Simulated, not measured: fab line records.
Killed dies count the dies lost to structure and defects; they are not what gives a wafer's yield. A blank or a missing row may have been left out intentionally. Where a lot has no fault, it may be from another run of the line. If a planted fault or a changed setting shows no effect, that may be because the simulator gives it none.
A lot that was struck, set against a sound lot || flow sfq line || 14 out of 325 route steps
Sound: the wafers L239.1, L239.2, L239.4. Struck: wafers L240.1, L240.3, L240.5. The cause comes at the end.
At each step with rows: each side's tool, then ch and its chambers, then its first start. Under that, the readings that differ: sound wafers || struck wafers || difference of the means || sigmas: that difference in standard deviations of wafers without a fault.
alike: words and numbers the same on both sides, and readings whose means are apart by under 2 such deviations; not compared: readings that were withheld, readings missing a value for some wafer, numbers with overlapping values and no deviation given by the record, and bounds like >300 which may hide the same value.
The two part at a step that has a row with sigmas, a row that says differs or no value, or rows on one side only. When numbers do not overlap yet have no deviation, they are printed without sigmas and do not part them. A reading that every wafer of one side lacks parts them only if that side has two wafers or more.

SFQ_INCOMING_BOW_MEAS_900:
  struck on film metro-01, day 5 19:00; sound on film metro-01, day 5 14:00
  alike: INCOMING_BOW
then, 1 step without rows for these wafers: SFQ_TRILAYER_INCOMING_OXIDATION_002 (target thk 500 nm, ox time 4939 s).
SFQ_TRILAYER_L0_DEP_SPUTTER_003: material MoNx KI, target thk 40 nm, time 100 s.
  struck on pvd sputter-06, day 5 21:29; sound on pvd sputter-03, day 5 16:29
  alike: throttle valve pct
SFQ_L0_RS_MEAS_901: measurement is done with a four-point probe.
  struck on film metro-03, day 5 21:34; sound on film metro-01, day 5 16:34
  alike: L0_MONX_KI_RS
SFQ_L0_THK_MEAS_902: measures by xrf.
  struck on film metro-03, day 5 21:41; sound on film metro-01, day 5 16:41
  alike: L0_MONX_KI_THK
then, 1 step without rows for these wafers: SFQ_TRILAYER_L0_LITHO_COAT_010 (resist thk 62 nm).
SFQ_TRILAYER_L0_LITHO_COAT_005: resist thk 600 nm.
  sound on litho track-02 ch 0, day 5 17:02; struck on litho track-03 ch 0, day 5 22:02
{"reading": "model.KrF_of_TRILAYER_L0_LITHO_COAT_005.thk nm (nm)", "sound": "596.4 596.8 597", "struck": "634.8 635.3 636", "difference": "+38.6", "sigmas": ""}
  alike: spin speed rpm
then, 4 steps without rows for these wafers: SFQ_TRILAYER_L0_LITHO_SOFTBAKE_009; SFQ_TRILAYER_L0_LITHO_EXPOSE_006 (exposes mask L0, target cd 2000 nm); SFQ_TRILAYER_L0_LITHO_PEB_008 (peb time 60 s); SFQ_TRILAYER_L0_LITHO_DEVELOP_007 (time 60 s).
-- the record jumps here: 4 days lie between the struck wafers' starts before and after --
SFQ_TRILAYER_L0_BARC_OPEN_METAL_ETCH_010: etches BARC in O2, target depth 125 nm, time 41.7 s.
  sound on rie metal-02 ch 0,1, day 9 16:04; struck on rie metal-02 ch 1, day 9 21:04
  alike: drypump motor current A, oes product au, rf fwd power W
  not compared: rf hours counter h
SFQ_TRILAYER_L0_ETCH_METAL_ETCH_008: etches MoNx KI in SF6/O2, stops on SiO2, target depth 50 nm, time 25 s.
  sound on rie metal-02 ch 0,1, day 9 16:07; struck on rie metal-02 ch 1, day 9 21:07
{"reading": "model.KrF_of_TRILAYER_L0_LITHO_COAT_005.thk nm (nm)", "sound": "477.8 477.8 478.8", "struck": "516.6 516.3 517.2", "difference": "+38.6", "sigmas": ""}
  alike: drypump motor current A, oes product au, rf fwd power W
  not compared: rf hours counter h
SFQ_TRILAYER_L0_STRIP_STRIP_009: strips in O2.
  sound on rie metal-02 ch 0,1, day 9 16:10; struck on rie metal-02 ch 1, day 9 21:10
  alike: drypump motor current A, oes product au
  not compared: rf hours counter h

WHERE THEY PART
Nowhere in this record.

WHY: whatever the simulator had introduced
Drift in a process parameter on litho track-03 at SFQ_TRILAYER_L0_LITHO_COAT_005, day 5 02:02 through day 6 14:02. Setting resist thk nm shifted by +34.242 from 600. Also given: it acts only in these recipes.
